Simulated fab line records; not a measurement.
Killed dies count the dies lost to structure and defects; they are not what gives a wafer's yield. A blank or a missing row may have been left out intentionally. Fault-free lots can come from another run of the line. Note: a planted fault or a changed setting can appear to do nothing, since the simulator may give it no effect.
Which tool is to blame? -- flow sky130 -- 14 lots with 42 wafers sampled at 5 steps, on a route of 708 steps

WHAT THE GAUGES SHOWED, per wafer
SKY_FIELD_ISO_THK_MEAS_02.
lot,measured,on,FIELD_ISO_OXIDATION_00_THK (nm)
L594,day 1 16:38,film_metro-01,12.12 12.01 11.81
L596,day 2 03:26,film_metro-01,11.65 11.90 11.84
L597,day 2 07:53,film_metro-02,11.95 12.16 11.98
L599,day 2 19:28,film_metro-02,11.81 12.11 11.81
L600,day 2 23:49,film_metro-02,11.92 11.79 12.11
L601,day 3 04:53,film_metro-04,11.97 11.81 11.81
L602,day 3 09:21,film_metro-04,11.99 11.94 11.95
L605,day 3 23:38,film_metro-04,11.31 11.50 11.65
L607,day 4 09:38,film_metro-01,11.78 11.91 11.75
L608,day 4 15:27,film_metro-04,12.24 12.23 12.41
L613,day 5 15:38,film_metro-01,11.90 12.03 11.85
L614,day 5 21:53,film_metro-01,11.94 11.84 11.85
L615,day 6 02:32,film_metro-04,11.92 11.82 11.86
L616,day 6 06:57,film_metro-04,12.05 12.02 12.12

SKY_PWDE_OVL_MEAS_07.
lot,measured,on,PWDE_OVL (nm)
L594,day 4 05:47,overlay-02,-1.0 -1.5 -0.9
L596,day 4 13:02,overlay-02,2.6 0.8 1.2
L597,day 4 17:33,overlay-01,-2.1 -1.1 0.0
L599,day 5 07:45,overlay-01,1.6 1.0 1.8
L600,day 5 12:29,overlay-02,0.4 -2.6 -0.8
L601,day 5 17:52,overlay-02,0.5 -1.9 0.2
L602,day 6 00:19,overlay-01,-0.6 1.4 0.7
L605,day 6 17:04,overlay-02,-0.6 -2.0 -0.5
L607,day 7 03:54,overlay-02,0.9 3.1 2.5
L608,day 7 14:31,overlay-02,1.1 -0.6 -1.1
L613,day 8 12:35,overlay-02,-0.7 -1.5 -1.6
L614,day 9 02:17,overlay-01,-0.5 -1.7 0.5
L615,day 9 12:11,overlay-02,0.7 2.3 0.2
L616,day 9 18:32,overlay-01,-0.1 1.1 2.7

SKY_VT_ADJUST_LVTN_TW_MEAS_21.
lot,measured,on,VT_ADJUST_LVTN_2_TW
L594,day 8 05:14,film_metro-04,188.1 189.1 189.0
L596,day 8 14:29,film_metro-03,186.1 185.5 185.7
L597,day 8 19:08,film_metro-04,190.1 189.5 190.9
L599,day 9 13:41,film_metro-02,183.8 184.1 184.5
L600,day 9 18:23,film_metro-04,190.5 190.6 190.1
L601,day 10 02:19,film_metro-03,186.8 185.1 187.1
L602,day 10 11:09,film_metro-02,186.1 185.6 185.4
L605,day 11 05:02,film_metro-03,169.2 168.3 167.9
L607,day 11 18:23,film_metro-03,185.5 186.0 186.2
L608,day 12 06:36,film_metro-04,173.1 172.2 172.5
L613,day 13 10:41,film_metro-04,190.2 191.8 189.9
L614,day 14 03:23,film_metro-04,188.6 189.9 189.6
L615,day 14 14:53,film_metro-03,185.2 185.6 185.3
L616,day 14 21:40,film_metro-04,189.6 188.3 189.3

SKY_VT_ADJUST_NCORE_CD_MEAS_07: the cd target is 380 nm.
lot,measured,on,cd_nm (nm)
L594,day 9 02:33,cd_sem-02,376.2 375.2 376.2
L596,day 9 12:48,cd_sem-01,376.5 378.8 376.2
L597,day 9 16:42,cd_sem-02,383.5 383.1 385.8
L599,day 10 12:16,cd_sem-02,382.1 382.8 384.7
L600,day 10 15:50,cd_sem-02,379.7 379.5 381.0
L601,day 11 00:16,cd_sem-02,381.5 383.2 383.7
L602,day 11 09:30,cd_sem-01,378.4 377.3 379.1
L605,day 12 04:13,cd_sem-02,378.3 376.9 376.4
L607,day 12 18:02,cd_sem-02,383.2 384.6 381.2
L608,day 13 06:53,cd_sem-01,380.8 379.4 382.1
L613,day 14 12:48,cd_sem-02,380.3 381.3 379.7
L614,day 15 05:03,cd_sem-02,381.5 382.8 381.6
L615,day 15 17:51,cd_sem-02,381.5 381.2 384.2
L616,day 16 01:05,cd_sem-02,378.5 378.1 380.8

WHICH TOOL RAN EACH LOT (tool, then ch and the chambers of the sampled wafers, then the start)
lot,SKY_VT_ADJUST_LVTN_IMPLANT_19
L594,"implanter-01 ch 0, day 8 04:59"
L596,"implanter-01 ch 0, day 8 14:15"
L597,"implanter-04 ch 0, day 8 18:53"
L599,"implanter-01 ch 0, day 9 13:27"
L600,"implanter-04 ch 0, day 9 18:08"
L601,"implanter-04 ch 0, day 10 02:06"
L602,"implanter-03 ch 0, day 10 10:55"
L605,"implanter-04 ch 0, day 11 04:48"
L607,"implanter-03 ch 0, day 11 18:08"
L608,"implanter-04 ch 0, day 12 06:23"
L613,"implanter-01 ch 0, day 13 10:26"
L614,"implanter-03 ch 0, day 14 03:08"
L615,"implanter-01 ch 0, day 14 14:38"
L616,"implanter-03 ch 0, day 14 21:26"
- SKY_VT_ADJUST_LVTN_IMPLANT_19

AS READ BY THE TOOLS THEMSELVES (means over the sampled wafers that have a number; for cases with no such wafer, the mark the record gives instead)
SKY_VT_ADJUST_LVTN_IMPLANT_19.
lot,tool,dose_ions_cm2,faraday_current_uA
L594,implanter-01,6.498e+11,3.71
L596,implanter-01,6.503e+11,3.69
L597,implanter-04,6.493e+11,3.71
L599,implanter-01,6.500e+11,3.70
L600,implanter-04,6.501e+11,3.70
L601,implanter-04,6.505e+11,3.70
L602,implanter-03,6.500e+11,3.62
L605,implanter-04,4.478e+11,2.54
L607,implanter-03,6.503e+11,3.60
L608,implanter-04,4.484e+11,2.55
L613,implanter-01,6.507e+11,3.74
L614,implanter-03,6.500e+11,3.72
L615,implanter-01,6.500e+11,3.74
L616,implanter-03,6.501e+11,3.74

THE ANSWER, worked out from the rows above alone
Rule: the lots themselves supply what counts as usual. Put in order of their means at a reading, lots are off if they are a third of the lots or fewer, leave a main group of 4 or more, and stand apart from it by a gap of 3 or more times the standard deviation of the main group's means; of several such gaps the widest counts. If all means in a main group match to the digits the tables above print for the reading, that group is not used. Also off: a lot with no number at a reading for which 4 or more lots have one. The other lots that the step has rows for count as sound. The gauges are gone through in route order, then the tools' own readings, and for those a lot's mean is taken as printed above. At the first step where some lot is off, the reading lying furthest off is the one used; lots without a number count as furthest.
Off: at SKY_VT_ADJUST_LVTN_TW_MEAS_21 (VT_ADJUST_LVTN_2_TW), L605, L608. For the main group the mean is 187.6 and the standard deviation 2.2.
A tool fits if, at a process step before that reading, it ran every lot that is off, and no sound lot after the first of them. Not tried: the gauges at SKY_VT_ADJUST_LVTN_TW_MEAS_21; whatever is off there is also off at SKY_VT_ADJUST_LVTN_IMPLANT_19, on other tools, and gauge error can't account for it. One fits: implanter-04 at SKY_VT_ADJUST_LVTN_IMPLANT_19. Its last sound lot is L601 (day 10 02:06), its first lot that is off L605 (day 11 04:48): a fault that began between those two fits.
The tool's own readings at SKY_VT_ADJUST_LVTN_IMPLANT_19 bear it out: on the lots that are off they differ by more than 5 times the standard deviation of the sound lots' means. dose_ions_cm2 reads 4.481e+11 there against 6.501e+11 on the sound lots; faraday_current_uA reads 2.54 there against 3.70 on the sound lots.

WHAT HAD BEEN PUT IN BY THE SIMULATOR
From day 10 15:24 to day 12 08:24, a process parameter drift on implanter-04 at SKY_VT_ADJUST_LVTN_IMPLANT_19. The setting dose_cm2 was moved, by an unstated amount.
Lots struck among those shown: L605, L608. This agrees with what the rule above found.
